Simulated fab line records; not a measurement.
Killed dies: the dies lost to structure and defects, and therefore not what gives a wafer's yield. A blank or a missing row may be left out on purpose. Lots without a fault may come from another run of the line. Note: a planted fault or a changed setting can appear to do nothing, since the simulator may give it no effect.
Which tool did it?    flow gf180mcu    route of 602 steps, sampled at 1 step: 6 lots, 18 wafers

## WHAT THE GAUGES SHOWED, per wafer
GF_MIM_THK_MEAS_06.
lot   measured      on             MIM_CVD_05_THK (nm)
L807  day 25 04:46  film metro-04  42.3 41.8 42.6
L809  day 25 09:32  film metro-04  41.7 43.3 43.0
L812  day 26 14:23  film metro-01  41.5 42.6 42.3
L815  day 27 19:03  film metro-04  42.4 42.0 42.3
L817  day 28 06:13  film metro-03  41.5 43.0 42.9
L820  day 29 01:24  film metro-03  41.8 41.9 41.9

## EACH LOT AND THE TOOL THAT RAN IT (in order: tool; ch and the chambers of the sampled wafers; start)
Record: no process step prior to these readings.

## THE ANSWER, worked out from the rows above alone
Rule: what is usual is taken from the lots themselves. Put in order of their means at a reading, lots are off if they are a third of the lots or fewer, leave a main group of 4 or more, and stand apart from it by a gap of 3 or more times the standard deviation of the main group's means; of several such gaps the widest counts. If all means in a main group match to the digits the tables above print for the reading, that group is not used. A lot without any number at a reading at which 4 lots or more have one is off too. All remaining lots with rows at the step are treated as sound.
Across all readings shown, no lot is off: no conclusion can be drawn from this.

## WHAT THE SIMULATOR HAD INSERTED
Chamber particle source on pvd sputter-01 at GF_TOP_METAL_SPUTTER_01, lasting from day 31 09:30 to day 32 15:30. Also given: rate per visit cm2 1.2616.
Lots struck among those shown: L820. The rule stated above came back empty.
